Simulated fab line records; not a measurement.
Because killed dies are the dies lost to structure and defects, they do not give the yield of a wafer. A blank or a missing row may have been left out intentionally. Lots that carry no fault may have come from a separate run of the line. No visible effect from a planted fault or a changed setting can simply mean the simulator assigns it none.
A struck lot beside a sound one / flow sky130 / 42 steps out of a route of 708
Sound: wafers L550.4, L550.5, L550.6. Struck: wafers L571.1, L571.5 (left out: L571.6, a lot-mate that was not struck); the cause follows at the end.
For every step that has rows: the tool of each side, followed by ch and its chambers, followed by its first start. Under that, the readings that differ: sound wafers / struck wafers / difference of the means / sigmas: that difference in standard deviations of wafers without a fault.
alike: readings with means less than 2 such deviations apart, plus words and numbers identical on both sides. not compared: withheld readings, readings lacking a value on some wafer, bounds such as >300 that could conceal the same value, and numbers that have no deviation in the record and whose values overlap.
A row with sigmas, a row that says differs or no value, or rows on one side alone: a step with any of these is where the two part. Non-overlapping numbers with no deviation appear without sigmas and do not part them. A reading that every wafer of one side lacks parts them only if that side has two wafers or more.

SKY_NWELL_RS_MEAS_31: measures by four-point-probe.
  sound: film metro-01 at day 5 07:20; struck: film metro-02 at day 14 07:36
  alike: PWDE_RS
then, 7 steps without rows for these wafers: SKY_VT_ADJUST_HVTP_DEHYDRATE_00 (time 60 s); SKY_VT_ADJUST_HVTP_HMDS_01 (prime time 60 s); SKY_VT_ADJUST_HVTP_COAT_02 (resist thk 1140 nm); SKY_VT_ADJUST_HVTP_SOFTBAKE_03 (time 60 s); SKY_VT_ADJUST_HVTP_EXPOSE_04 (exposes mask HVTPM, target cd 380 nm); SKY_VT_ADJUST_HVTP_PEB_05; SKY_VT_ADJUST_HVTP_DEVELOP_06 (develop time 60 s).
SKY_VT_ADJUST_HVTP_CD_MEAS_07 targets a cd of 380 nm.
  sound: cd sem-02 at day 5 23:55; struck: cd sem-02 at day 15 07:58
  alike: cd nm
SKY_VT_ADJUST_HVTP_OVL_MEAS_08:
  sound: overlay-01 at day 6 00:00; struck: overlay-02 at day 15 08:05
  alike: VT_ADJUST_HVTP_OVL
following that, these wafers have no rows for 1 step: SKY_VT_ADJUST_HVTP_IMPLANT_09.
SKY_VT_ADJUST_HVTP_STRIP_10: strips in O2/N2.
  sound on plasma asher-03 ch 0,1, day 6 00:12; struck on plasma asher-03 ch 0, day 15 08:16
  alike: drypump motor current A, oes product au, strip time to endpoint s
  not compared: rf hours counter h
SKY_VT_ADJUST_HVTP_TW_MEAS_11:
  sound: film metro-04 at day 6 00:18; struck: film metro-01 at day 15 08:22
reading=VT_ADJUST_HVTP_TW; sound=1372 1360 1368; struck=1339 1342; difference=-26; sigmas=-2
then, 7 steps without rows for these wafers: SKY_VT_ADJUST_LVTN_DEHYDRATE_00 (time 60 s); SKY_VT_ADJUST_LVTN_HMDS_01 (prime time 60 s); SKY_VT_ADJUST_LVTN_COAT_02 (resist thk 3000 nm); SKY_VT_ADJUST_LVTN_SOFTBAKE_03; SKY_VT_ADJUST_LVTN_EXPOSE_04 (exposes mask NWM COMPLEMENT LESS NATIVE, target cd 840 nm); SKY_VT_ADJUST_LVTN_PEB_05; SKY_VT_ADJUST_LVTN_DEVELOP_06 (develop time 60 s).
SKY_VT_ADJUST_LVTN_OVL_MEAS_07:
  sound: overlay-01 at day 6 15:35; struck: overlay-02 at day 16 12:34
  alike: VT_ADJUST_LVTN_OVL
following that, these wafers have no rows for 1 step: SKY_VT_ADJUST_LVTN_IMPLANT_08.
SKY_VT_ADJUST_LVTN_STRIP_09: strips in O2/N2.
  sound on plasma asher-04 ch 0,1, day 6 15:47; struck on plasma asher-04 ch 0,1, day 16 12:44
  alike: drypump motor current A, oes product au, strip time to endpoint s
  not compared: rf hours counter h
SKY_VT_ADJUST_LVTN_TW_MEAS_10:
  sound: film metro-04 at day 6 15:53; struck: film metro-03 at day 16 12:50
  alike: VT_ADJUST_LVTN_TW
then, 7 steps without rows for these wafers: SKY_VT_ADJUST_LVTN_DEHYDRATE_11 (time 60 s); SKY_VT_ADJUST_LVTN_HMDS_12 (prime time 60 s); SKY_VT_ADJUST_LVTN_COAT_13 (resist thk 1140 nm); SKY_VT_ADJUST_LVTN_SOFTBAKE_14 (time 60 s); SKY_VT_ADJUST_LVTN_EXPOSE_15 (exposes mask HVN STD DERIVED, target cd 600 nm); SKY_VT_ADJUST_LVTN_PEB_16; SKY_VT_ADJUST_LVTN_DEVELOP_17 (develop time 60 s).
SKY_VT_ADJUST_LVTN_OVL_MEAS_18:
  sound: overlay-02 at day 7 05:49; struck: overlay-01 at day 17 17:01
  alike: VT_ADJUST_LVTN_01_OVL
following that, these wafers have no rows for 1 step: SKY_VT_ADJUST_LVTN_IMPLANT_19.
SKY_VT_ADJUST_LVTN_STRIP_20: strips in O2/N2.
  sound on plasma asher-01 ch 0,1, day 7 06:01; struck on plasma asher-03 ch 0,1, day 17 17:11
reading=strip time to endpoint s (s); sound=14.24 14.27 14.30; struck=14.13 14.15; difference=-0.13; sigmas=-3
  alike: drypump motor current A, oes product au
  not compared: rf hours counter h
SKY_VT_ADJUST_LVTN_TW_MEAS_21:
  sound: film metro-02 at day 7 06:06; struck: film metro-02 at day 17 17:17
  alike: VT_ADJUST_LVTN_2_TW
then, 6 steps without rows for these wafers: SKY_VT_ADJUST_NCORE_DEHYDRATE_00 (time 60 s); SKY_VT_ADJUST_NCORE_HMDS_01 (prime time 60 s); SKY_VT_ADJUST_NCORE_COAT_02 (resist thk 1140 nm); SKY_VT_ADJUST_NCORE_SOFTBAKE_03 (time 60 s); SKY_VT_ADJUST_NCORE_EXPOSE_04 (exposes mask LVTN COMPLEMENT THIN, target cd 380 nm); SKY_VT_ADJUST_NCORE_PEB_05.
-- here the record skips 35 days between the struck wafers' starts before and after, leaving off in module VT_ADJUST_NCORE and picking up in module PAD_OPEN (first step shown: number 708 of the route) --
SKY_PAD_OPEN_PROBE_99:
  sound: prober-02 at day 44 09:16; struck: prober-02 at day 52 18:46
reading=hold; sound=- - -; struck=await dispo/3.5h/release await dispo/3.5h/release; difference=no value on the sound wafers; sigmas=
reading=killed at front end; sound=14 22 18; struck=42 53; difference=+30; sigmas=+6
reading=killed dies; sound=85 100 87; struck=113 121; difference=+26; sigmas=+3
  alike: killed_at_M0_to_M3, killed_at_M4_up, killed at contacts, killed at other, killed open, killed short

== WHERE THEY PART ==
At SKY_VT_ADJUST_HVTP_TW_MEAS_11 first; at SKY_PAD_OPEN_PROBE_99 last (within this record only).

WHY: whatever the simulator had introduced
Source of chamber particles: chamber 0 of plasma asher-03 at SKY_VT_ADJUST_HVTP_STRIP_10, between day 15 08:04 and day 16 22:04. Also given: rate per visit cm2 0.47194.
